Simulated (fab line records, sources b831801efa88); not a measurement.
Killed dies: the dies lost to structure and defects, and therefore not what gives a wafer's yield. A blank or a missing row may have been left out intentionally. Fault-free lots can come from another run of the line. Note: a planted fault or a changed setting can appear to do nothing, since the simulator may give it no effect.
Code-filled problem report in 8D (eight disciplines) form :: flow sky130 :: the parts of the form that need people (team, actions taken, sign-off) are left out

## 1. THE ISSUE
Wafers without a fault read 0.855 a.u., standard deviation 0.0048; oes product au at SKY_VIA3_ETCH_14 reads a mean of 0.972 a.u. on 3 wafers belonging to 3 lots. That is +24 standard deviations from the usual mean.
The step: etches BARC in N2/H2, stops on SiO2, time 45.9 s, target depth 60 nm.
First observed at day 41 16:16: wafer L174.6, on rie diel-01. The record has a number at this step for 19 wafers belonging to 7 lots. Rule for "out" (also "out of limits"): further than 4 standard deviations from the usual mean. All remaining wafers that have a number are taken as sound.

## 2. WHAT IT IS AND WHAT IT IS NOT
question: which readings at this step
is: oes product au, run length s
is not: chamber pressure mTorr, throttle valve pct

question: which lots
is: L174, L175, L178
is not: L170, L186, L188, L190

question: which wafers of those lots
is: L174.6, L175.6, L178.4
is not: L174.1, L175.5, L178.3, L178.5

question: read on which tools
is: rie diel-01
is not: rie diel-03

question: when
is: from day 41 16:16
is not: up to then (4 sound wafers); but 12 sound wafers of L175, L178, L186, L188, L190 came after

## 3. SUSPECTS, AND WHAT RULES EACH OUT
Counting: any tool at a process step up to the reading remains a suspect provided it ran every lot that is out. Sound lots after the first of them don't rule it out here, since some wafers of a struck lot are sound.
- rie diel-01 at SKY_VIA3_ETCH_14 (etches BARC in N2/H2, stops on SiO2, time 45.9 s, target depth 60 nm): kept. Every lot that is out went through it, the first being L174 (day 41 16:16); the last sound lot it ran before that was L170 (day 40 11:19). Its own oes product au, run length s readings are out on those wafers.
The count leaves rie diel-01 at SKY_VIA3_ETCH_14.

## 4. THE CAUSE (what the simulator had put in)
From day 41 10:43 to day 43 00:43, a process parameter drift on rie diel-01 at SKY_VIA3_ETCH_14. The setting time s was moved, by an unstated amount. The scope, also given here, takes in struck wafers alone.
Counting left only this tool.

## 5. THE CHAIN OF EFFECTS, in route order
Rows list readings where the struck wafers' mean (over those with a number) sits beyond 3 standard deviations from the usual. Readings are gone through only where the record gives a usual standard deviation; hours: the median, over the lots, of the time from a lot's start at the first step in this table giving one to that lot's start at this step; sigmas: the change measured in usual standard deviations.
hours: 0
step: SKY_VIA3_ETCH_14
reading: oes product au
usual: 0.855 a.u.
on struck wafers: 0.972
change: +0.117
sigmas: +24

hours: 0
step: SKY_VIA3_ETCH_14
reading: run length s
usual: 74.2 s
on struck wafers: 67.5
change: -6.7
sigmas: -15
Process steps it contains:
- SKY_VIA3_ETCH_14: etches BARC in N2/H2, stops on SiO2, time 45.9 s, target depth 60 nm.

## 6. WHAT WOULD HAVE CAUGHT IT SOONER
In this record no reading fell out of limits until day 41 16:16, 6 hours after the fault had begun at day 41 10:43.
